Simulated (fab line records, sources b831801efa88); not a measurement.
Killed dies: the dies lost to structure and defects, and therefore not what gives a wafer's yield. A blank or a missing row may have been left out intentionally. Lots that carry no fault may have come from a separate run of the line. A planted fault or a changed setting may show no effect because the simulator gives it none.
Matching of chambers	flow sky130	SKY_VIA4_CMP_02 on cmp-02: 4 sister chambers
The step polishes SiO2. 8 wafers are shown with their chamber, then 7 later ones without.

## WAFERS PAIRED WITH THEIR CHAMBERS
wafer	chamber	motor-current-A (A)
L140.1	2	10.8
L143.4	1	13.7
L143.5	0	10.2
L145.3	3	11.7
L145.4	0	11.1
L145.5	3	11.9
L157.3	2	12.0
L157.5	1	12.3

## WAFERS WITHOUT THEIR CHAMBER
wafer	motor-current-A (A)
L157.6	10.9
L161.1	11.3
L161.3	11.0
L161.6	11.1
L162.1	12.9
L162.3	11.6
L162.4	11.9

## THE CHAMBER EACH PASSED THROUGH
wafer	from the rows above	in truth
L157.6	can't be placed: 0 or 2 or 3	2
L161.1	can't be placed: 2 or 3 or 0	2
L161.3	can't be placed: 0 or 2 or 3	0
L161.6	can't be placed: 2 or 0 or 3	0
L162.1	can't be placed: 1 or 3 or 2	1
L162.3	can't be placed: 2 or 3 or 0 or 1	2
L162.4	can't be placed: 3 or 2 or 1 or 0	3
Placed correctly: 0 of 7. Cannot be placed on the basis of these rows: 7; the candidates contain the true chamber in 7. Number placed wrongly: 0.
How it was worked out, from the rows above alone: a wafer's distance from a chamber is the root of the sum, over the readings, of the square of ((its reading less the chamber's mean) divided by the reading's scatter). If the next closest chamber is less than 2 further off than the closest, the wafer can't be placed; otherwise it belongs to the closest. For every chamber, the mean is computed from those of its wafers that are shown. The scatter is the square root of a quotient: the sum, over the shown wafers, of each reading's squared deviation from its chamber's mean, divided by wafers minus chambers.
